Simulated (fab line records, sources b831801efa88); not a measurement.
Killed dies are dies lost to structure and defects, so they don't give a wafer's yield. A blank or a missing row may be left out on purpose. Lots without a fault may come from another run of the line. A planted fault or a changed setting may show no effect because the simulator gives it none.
fab line records | flow sky130
record lots=14 wafers=42 last_day=50
route steps=708 shown VT_ADJUST_HVTR@141 VT_ADJUST_PCH@152 LDD_HVN@277 SD_P@330 LI_CONTACT@374
lots that met no fault: from a run of the same line without faults
start_h: hours from the record's first day to the start of the lot's first wafer shown | wait_h: hours since the lot's step before | " the same as in the row above | L1.1+2: a row that stands for several wafers | - no value, or no start given | * or withheld: withheld | < > ~ a bound
route shown NAME@n: a module of which the file shows steps, and the number in the route of the first | usual: mean/standard deviation of fault-free wafers | same: alike in all rows | chamber/n: place in a boat | sites: the reading at each site | _std_site: their standard deviation | _edge_site: outer sites' mean less inner sites' | radius_mm: how far each site lies from the wafer's centre | mask NAME#n: copy n | behind: the tool/chamber that last shaped the wafer | hold: why the lot was held/for how many hours/how that ended | device: the transistor (n, p or np) that didn't switch | end of line: the same wafers' tests at the end of the route | a step without rows: its recipe alone | killed: dies lost to structure and defects at the first sort, not the wafer's yield | map: a wafer's dies, x killed, . not, _ none there
set.NAME: the setting as run; set.NAME@STEP: as run at that earlier step | model.NAME: the simulator's own value behind a step, which no gauge read
steps of the route over a sample of lots; a table a step, a row a wafer
services: from which hour (start_h, from the record's first day; less than 0 if before it) a tool's chamber was out of use, for how many hours, and why
## steps
# step SKY_VT_ADJUST_HVTR_STRIP_10
# recipe chemistry=O2/N2 power_w=1400 pressure_mtorr=1500 platen_temp_c=withheld o2_flow_sccm=3000 n2_flow_sccm=300 overash_fraction=0.5
# usual chamber_pressure_mTorr=1500.1/1.4 drypump_motor_current_A=5.7/0.6 oes_product_au=0.715/0.0045 strip_time_to_endpoint_s=14.19/0.038
# columns lot.wafer tool chamber start_h wait_h chamber_pressure_mTorr drypump_motor_current_A oes_product_au rf_hours_counter_h strip_time_to_endpoint_s
L275.2 plasma_asher-04 0 218.21 0.1 1502.1 6.0 0.716 10 14.16
L275.3 " 0 " " 1498.6 6.0 0.716 - 14.16
L275.4 " 1 " " 1498.1 6.5 0.719 - 14.19
L276.2 plasma_asher-04 1 235.38 0.1 1500.4 6.5 0.714 11 14.21
L276.3 " 1 " " 1500.8 6.5 0.716 - 14.21
L276.5 " 1 " " 1500.4 6.5 0.719 - 14.24
L277.1 plasma_asher-03 0 240.36 0.1 1500.1 4.7 0.716 59 14.14
L277.5 " 0 " " 1499.8 4.7 0.714 - 14.16
L277.6 " 1 " " 1502.5 5.9 0.719 - 14.17
L282.4 plasma_asher-02 1 267.49 0.1 - - - - -
L282.5 " 1 " " - - - - -
L282.6 " 0 " " - - - - -
L283.3 plasma_asher-04 1 278.94 0.1 - - - - -
L283.4 " 0 " " - - - - -
L283.5 " 0 " " - - - - -
L286.1 plasma_asher-02 0 297.59 0.1 1500.9 5.6 0.705 66 14.18
L286.2 " 1 " " 1500.0 5.3 0.719 66 14.16
L286.4 " 0 " " 1499.8 5.6 0.720 - 14.19
L287.1 plasma_asher-04 1 300.09 0.1 1498.9 6.5 0.708 18 14.16
L287.5 " 1 " " 1498.3 6.5 0.710 - 14.17
L287.6 " 0 " " 1500.7 6.0 0.714 - 14.15
L288.1 plasma_asher-03 1 308.25 0.1 1498.5 5.9 0.716 66 14.15
L288.4 " 0 " " 1499.5 4.7 0.722 - 14.18
L288.5 " 1 " " 1499.1 5.9 0.704 - 14.20
L290.2 plasma_asher-02 0 329.83 0.1 1500.3 5.6 0.717 70 14.15
L290.3 " 0 " " 1500.5 5.6 0.710 - 14.11
L290.5 " 1 " " 1503.7 5.3 0.707 - 14.16
L291.1 plasma_asher-04 1 339.64 0.2 1499.9 6.5 0.711 23 14.20
L291.2 " 0 " " 1500.1 6.1 0.723 23 14.23
L291.4 " 1 " " 1498.8 6.5 0.713 - 14.20
L293.1 plasma_asher-02 1 351.40 0.1 1501.3 5.3 0.710 72 14.20
L293.4 " 1 " " 1498.2 5.3 0.718 - 14.15
L293.5 " 1 " " 1502.2 5.3 0.710 - 14.21
L294.1 plasma_asher-03 1 360.95 0.1 1502.4 5.9 0.713 72 14.19
L294.5 " 0 " " 1501.7 4.7 0.719 - 14.17
L294.6 " 1 " " 1497.4 5.9 0.715 - 14.19
L295.2 plasma_asher-04 0 368.51 0.1 1496.8 6.0 0.716 25 14.20
L295.3 " 1 " " 1499.6 6.5 0.709 - 14.16
L295.6 " 0 " " 1499.8 6.0 0.707 - 14.16
L296.1 plasma_asher-04 0 372.75 0.1 1500.5 6.0 0.713 25 14.24
L296.4 " 1 " " 1496.9 6.5 0.717 - 14.24
L296.6 " 0 " " 1500.8 6.1 0.717 - 14.28
# step SKY_VT_ADJUST_PCH_STRIP_09
# recipe chemistry=O2/N2 power_w=1400 pressure_mtorr=1500 platen_temp_c=withheld o2_flow_sccm=3000 n2_flow_sccm=300 overash_fraction=0.5
# usual chamber_pressure_mTorr=1500.1/1.3 drypump_motor_current_A=5.7/0.43 oes_product_au=0.723/0.0043 strip_time_to_endpoint_s=36.90/0.097
# columns lot.wafer tool chamber start_h wait_h chamber_pressure_mTorr drypump_motor_current_A oes_product_au rf_hours_counter_h strip_time_to_endpoint_s
L275.2 plasma_asher-04 1 241.56 0.1 1499.9 6.5 0.729 12 36.79
L275.3 " 1 " " 1499.9 6.5 0.715 - 36.90
L275.4 " 0 " " 1500.3 6.0 0.725 - 37.07
L276.2 plasma_asher-04 0 257.86 0.1 1502.0 6.0 0.729 14 36.98
L276.3 " 0 " " 1502.1 6.0 0.722 - 36.94
L276.5 " 1 " " 1499.9 6.5 0.719 - 36.91
L277.1 plasma_asher-01 0 262.99 0.1 1501.0 6.0 0.725 45 36.94
L277.5 " 1 " " 1502.3 5.3 0.726 - 36.90
L277.6 " 0 " " 1502.4 6.0 0.726 - 36.92
L282.4 plasma_asher-02 1 292.34 0.1 1498.6 5.3 0.731 - 53.87
L282.5 " 1 " " 1500.5 5.3 0.724 - 53.79
L282.6 " 0 " " 1501.3 5.6 0.735 - 53.76
L283.3 plasma_asher-02 1 303.14 0.1 1500.1 5.3 0.727 - 53.51
L283.4 " 0 " " 1500.5 5.6 0.728 - 53.62
L283.5 " 0 " " 1498.5 5.6 0.724 - 53.64
L286.1 plasma_asher-02 0 321.90 0.4 1500.6 5.6 0.718 69 36.89
L286.2 " 1 " " 1498.5 5.3 0.725 69 36.79
L286.4 " 0 " " 1501.3 5.6 0.717 - 36.87
L287.1 plasma_asher-02 0 324.61 0.1 1501.6 5.6 0.716 69 36.89
L287.5 " 0 " " 1498.2 5.6 0.720 - 36.97
L287.6 " 1 " " 1501.4 5.3 0.723 - 36.92
L288.1 plasma_asher-02 0 332.73 0.1 1499.8 5.6 0.715 70 36.84
L288.4 " 1 " " 1498.8 5.2 0.729 - 36.99
L288.5 " 0 " " 1501.7 5.6 0.717 - 36.82
L290.2 plasma_asher-02 0 356.06 0.1 1499.8 5.6 0.725 73 37.00
L290.3 " 1 " " 1499.0 5.3 0.725 - 36.99
L290.5 " 1 " " 1501.6 5.3 0.728 - 36.98
L291.1 plasma_asher-04 1 367.29 0.1 1502.7 6.5 0.724 25 36.84
L291.2 " 0 " " 1501.3 6.0 0.723 25 36.83
L291.4 " 1 " " 1499.5 6.5 0.725 - 36.87
L293.1 plasma_asher-01 1 379.26 0.1 1501.2 5.3 0.725 52 36.96
L293.4 " 0 " " 1499.2 6.0 0.723 - 36.88
L293.5 " 1 " " 1500.0 5.3 0.720 - 36.96
L294.1 plasma_asher-04 0 389.63 0.1 1498.4 6.0 0.731 27 36.92
L294.5 " 1 " " 1498.9 6.5 0.721 - 36.96
L294.6 " 0 " " 1501.7 6.0 0.720 - 36.95
L295.2 plasma_asher-02 1 397.36 0.1 1501.3 5.3 0.728 77 36.93
L295.3 " 0 " " 1501.6 5.6 0.723 - 36.87
L295.6 " 1 " " 1501.7 5.3 0.720 - 36.81
L296.1 plasma_asher-01 0 401.98 0.1 1499.2 6.0 0.714 54 36.96
L296.4 " 1 " " 1498.2 5.3 0.722 - 36.77
L296.6 " 0 " " 1502.2 6.0 0.730 - 36.92
# step SKY_VT_ADJUST_PCH_TW_MEAS_10
# usual VT_ADJUST_PCH_TW=142.0/1.8
# columns lot.wafer tool chamber start_h wait_h VT_ADJUST_PCH_TW
L275.2 film_metro-02 - 241.67 0.1 143.7
L275.3 " - " " 144.1
L275.4 " - " " 145.1
L276.2 film_metro-03 - 257.97 0.1 141.3
L276.3 " - " " 141.3
L276.5 " - " " 141.1
L277.1 film_metro-03 - 263.09 0.1 140.3
L277.5 " - " " 141.3
L277.6 " - " " 140.7
L282.4 film_metro-02 - 292.44 0.1 30.0
L282.5 " - " " 30.0
L282.6 " - " " 30.4
L283.3 film_metro-01 - 303.23 0.1 29.7
L283.4 " - " " 29.7
L283.5 " - " " 29.7
L286.1 film_metro-02 - 322.00 0.1 142.6
L286.2 " - " " 143.7
L286.4 " - " " 143.1
L287.1 film_metro-01 - 324.71 0.1 141.0
L287.5 " - " " 141.5
L287.6 " - " " 139.9
L288.1 film_metro-02 - 332.83 0.1 143.9
L288.4 " - " " 143.0
L288.5 " - " " 143.2
L290.2 film_metro-03 - 356.17 0.1 141.1
L290.3 " - " " 141.2
L290.5 " - " " 141.3
L291.1 film_metro-01 - 367.39 0.1 141.1
L291.2 " - " " 140.9
L291.4 " - " " 141.6
L293.1 film_metro-02 - 379.36 0.1 143.7
L293.4 " - " " 144.5
L293.5 " - " " 144.5
L294.1 film_metro-02 - 389.73 0.1 143.6
L294.5 " - " " 143.8
L294.6 " - " " 143.4
L295.2 film_metro-03 - 397.47 0.1 140.5
L295.3 " - " " 140.9
L295.6 " - " " 139.9
L296.1 film_metro-03 - 402.08 0.1 140.7
L296.4 " - " " 140.4
L296.6 " - " " 140.6
# step SKY_LDD_HVN_TW_MEAS_10
# usual LDD_HVN_TW=1414/14
# columns lot.wafer tool chamber start_h wait_h LDD_HVN_TW
L275.2 film_metro-03 - 491.74 0.1 1406
L275.3 " - " " 1406
L275.4 " - " " 1411
L277.1 film_metro-03 - 511.21 0.1 1407
L277.5 " - " " 1399
L277.6 " - " " 1404
L276.2 film_metro-01 - 511.59 0.1 1411
L276.3 " - " " 1413
L276.5 " - " " 1418
L282.4 film_metro-03 - 547.76 0.1 1402
L282.5 " - " " 1416
L282.6 " - " " 1410
L283.3 film_metro-02 - 554.87 0.1 1441
L283.4 " - " " 1446
L283.5 " - " " 1442
L286.1 film_metro-03 - 572.56 0.1 1409
L286.2 " - " " 1410
L286.4 " - " " 1417
L287.1 film_metro-01 - 576.48 0.1 1401
L287.5 " - " " 1409
L287.6 " - " " 1410
L288.1 film_metro-01 - 585.13 0.1 1401
L288.4 " - " " 1410
L288.5 " - " " 1403
L290.2 film_metro-01 - 611.84 0.1 1403
L290.3 " - " " 1406
L290.5 " - " " 1413
L291.1 film_metro-01 - 623.28 0.1 1398
L291.2 " - " " 1415
L291.4 " - " " 1410
L293.1 film_metro-02 - 634.63 0.1 1438
L293.4 " - " " 1433
L293.5 " - " " 1439
L294.1 film_metro-03 - 649.63 0.1 1409
L294.5 " - " " 1417
L294.6 " - " " 1413
L295.2 film_metro-01 - 652.22 0.1 1402
L295.3 " - " " 1395
L295.6 " - " " 1394
L296.1 film_metro-03 - 655.68 0.1 1407
L296.4 " - " " 1412
L296.6 " - " " 1415
# step SKY_SD_P_STRIP_10
# recipe chemistry=O2/N2 power_w=1400 pressure_mtorr=1500 platen_temp_c=withheld o2_flow_sccm=3000 n2_flow_sccm=300 overash_fraction=0.5
# usual chamber_pressure_mTorr=1499.9/1.4 drypump_motor_current_A=5.7/0.56 oes_product_au=0.617/0.005 strip_time_to_endpoint_s=17.50/0.045
# columns lot.wafer tool chamber start_h wait_h chamber_pressure_mTorr drypump_motor_current_A oes_product_au rf_hours_counter_h strip_time_to_endpoint_s
L275.2 plasma_asher-03 0 612.08 0.1 1500.3 4.7 0.622 16 17.55
L275.3 " 0 " " 1498.9 4.7 0.613 - 17.53
L275.4 " 1 " " 1501.4 5.9 0.612 - 17.48
L277.1 plasma_asher-04 1 632.28 0.1 1500.8 6.5 0.612 50 17.47
L277.5 " 1 " " 1499.6 6.5 0.615 - 17.47
L277.6 " 0 " " 1502.2 6.0 0.617 - 17.50
L276.2 plasma_asher-03 0 632.58 0.1 1502.2 4.7 0.626 18 17.50
L276.3 " 1 " " 1499.6 5.9 0.618 - 17.54
L276.5 " 0 " " 1499.7 4.7 0.613 - 17.53
L282.4 plasma_asher-02 1 666.49 0.1 1501.2 5.3 0.621 - 17.48
L282.5 " 0 " " 1500.6 5.6 0.621 - 17.46
L282.6 " 1 " " 1498.0 5.3 0.610 - 17.44
L283.3 plasma_asher-02 0 672.64 0.1 1499.7 5.6 0.620 - 17.52
L283.4 " 1 " " 1497.8 5.3 0.620 - 17.53
L283.5 " 0 " " 1498.9 5.6 0.614 - 17.50
L286.1 plasma_asher-04 1 689.90 0.1 1500.7 6.5 0.608 56 17.47
L286.2 " 0 " " 1500.6 6.0 0.617 56 17.49
L286.4 " 1 " " 1499.8 6.5 0.613 - 17.43
L287.1 plasma_asher-02 1 693.85 0.1 1500.5 5.3 0.612 109 17.46
L287.5 " 0 " " 1501.1 5.6 0.624 - 17.49
L287.6 " 1 " " 1499.7 5.3 0.606 - 17.49
L288.1 plasma_asher-02 1 699.00 0.1 1500.6 5.3 0.615 110 17.45
L288.4 " 0 " " 1498.8 5.6 0.616 - 17.46
L288.5 " 1 " " 1497.4 5.3 0.617 - 17.44
L290.2 plasma_asher-03 0 734.85 0.1 1499.4 4.7 0.622 30 17.47
L290.3 " 0 " " 1501.6 4.7 0.616 - 17.51
L290.5 " 0 " " 1503.3 4.7 0.615 - 17.49
L291.1 plasma_asher-04 1 736.98 0.1 1502.0 6.5 0.617 60 17.44
L291.2 " 0 " " 1500.3 6.1 0.618 60 17.43
L291.4 " 1 " " 1499.9 6.5 0.609 - 17.47
L293.1 plasma_asher-02 1 747.25 0.1 1499.6 5.3 0.617 0 17.60
L293.4 " 0 " " 1501.0 5.6 0.614 - 17.61
L293.5 " 0 " " 1499.4 5.6 0.620 - 17.58
L294.1 plasma_asher-04 1 762.00 0.1 1500.5 6.5 0.613 62 17.51
L294.5 " 0 " " 1498.7 6.0 0.617 - 17.50
L294.6 " 1 " " 1498.5 6.5 0.614 - 17.48
L295.2 plasma_asher-04 0 765.27 0.1 1498.7 6.0 0.611 62 17.54
L295.3 " 1 " " 1500.5 6.5 0.619 - 17.52
L295.6 " 0 " " 1501.1 6.0 0.622 - 17.50
L296.1 plasma_asher-02 0 765.88 0.1 1497.7 5.6 0.626 3 17.44
L296.4 " 1 " " 1499.2 5.2 0.623 - 17.43
L296.6 " 1 " " 1498.6 5.2 0.609 - 17.49
# step SKY_LI_CONTACT_CD_MEAS_12
# recipe target_cd_nm=170
# usual cd_nm=169.6/1.5
# columns lot.wafer tool chamber start_h wait_h cd_nm
L275.2 cd_sem-02 - 697.75 - 166.8
L275.3 " - " " 167.1
L275.4 " - " " 167.9
L277.1 cd_sem-01 - 718.05 - 170.5
L277.5 " - " " 171.8
L277.6 " - " " 170.0
L276.2 cd_sem-02 - 719.20 - 170.6
L276.3 " - " " 170.3
L276.5 " - " " 169.3
L282.4 cd_sem-02 - 751.13 - 168.8
L282.5 " - " " 168.4
L282.6 " - " " 166.9
L283.3 cd_sem-02 - 755.89 - 169.0
L283.4 " - " " 169.4
L283.5 " - " " 170.2
L286.1 cd_sem-02 - 773.32 - 171.0
L286.2 " - " " 170.1
L286.4 " - " " 170.7
L287.1 cd_sem-02 - 777.33 - 170.5
L287.5 " - " " 171.3
L287.6 " - " " 170.4
L288.1 cd_sem-01 - 781.83 - 170.5
L288.4 " - " " 169.3
L288.5 " - " " 170.7
L290.2 cd_sem-02 - 817.25 - 169.1
L290.3 " - " " 169.1
L290.5 " - " " 171.1
L291.1 cd_sem-01 - 819.10 - 166.0
L291.2 " - " " 166.1
L291.4 " - " " 166.1
L293.1 cd_sem-02 - 826.10 - 169.2
L293.4 " - " " 168.7
L293.5 " - " " 169.6
L294.1 cd_sem-01 - 843.15 - 169.8
L294.5 " - " " 169.9
L294.6 " - " " 169.8
L295.2 cd_sem-02 - 846.00 - 169.7
L295.3 " - " " 169.6
L295.6 " - " " 170.3
L296.1 cd_sem-01 - 847.73 - 168.7
L296.4 " - " " 169.8
L296.6 " - " " 169.8
## services
# columns tool chamber start_h hours kind
plasma_asher-04 - 203.15 1.4 repair
plasma_asher-01 - 221.84 5.4 repair
plasma_asher-01 - 292.93 46.3 repair
plasma_asher-02 - 318.86 2.8 repair
plasma_asher-04 - 320.73 2.9 repair
plasma_asher-04 - 350.92 3.7 repair
plasma_asher-03 - 395.65 6.1 repair
plasma_asher-04 - 399.07 1.4 repair
plasma_asher-03 - 415.59 25.4 pm
plasma_asher-04 - 430.39 14.6 pm
plasma_asher-02 - 434.87 0.5 repair
plasma_asher-03 - 440.96 9.0 pm
plasma_asher-04 - 460.72 1.4 repair
plasma_asher-03 - 485.48 3.0 repair
plasma_asher-01 - 528.85 9.4 repair
plasma_asher-04 - 547.36 5.3 repair
plasma_asher-02 - 556.55 1.0 repair
plasma_asher-01 - 593.20 0.7 repair
plasma_asher-02 - 676.57 8.3 repair
plasma_asher-02 - 679.12 1.8 repair
plasma_asher-04 - 691.78 16.8 repair
plasma_asher-02 - 697.77 1.1 repair
plasma_asher-02 - 733.75 9.0 pm
plasma_asher-04 - 746.30 7.0 repair
## key
first_sign step=SKY_VT_ADJUST_HVTR_STRIP_10 reading=tool_record direction=missing
effect step=SKY_VT_ADJUST_PCH_STRIP_09 reading=strip_time_to_endpoint_s direction=up sigmas=99+ usual=* struck=*
effect step=SKY_VT_ADJUST_PCH_TW_MEAS_10 reading=VT_ADJUST_PCH_TW direction=down sigmas=63 usual=142.0 struck=29.9
met_at SKY_VT_ADJUST_HVTR_STRIP_10
struck_lots L282,L283
sort_left_out L282.4,L282.5,L282.6,L283.3,L283.4,L283.5
tester_left_out L282,L283
not_acting_at SKY_LDD_HVN_TW_MEAS_10,SKY_SD_P_STRIP_10,SKY_LI_CONTACT_CD_MEAS_12
onset_between 235.38 267.49
fault kind=skipped_step_whole tool=plasma_asher-02,plasma_asher-04 chamber=- onset_h=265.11 steps=SKY_VT_ADJUST_HVTR_STRIP_10 scope=struck_lots_only
# tester_left_out: of these lots the tester's yield and bins aren't shown, on N5 and GAA mostly nor the transistor test; their killed dies are dies lost to structure and defects alone, not to doping, threshold or leakage, so they don't give the yield
# sort_left_out: the simulated sort isn't trusted on such a fault, so these wafers' sort isn't shown, and their yield isn't known
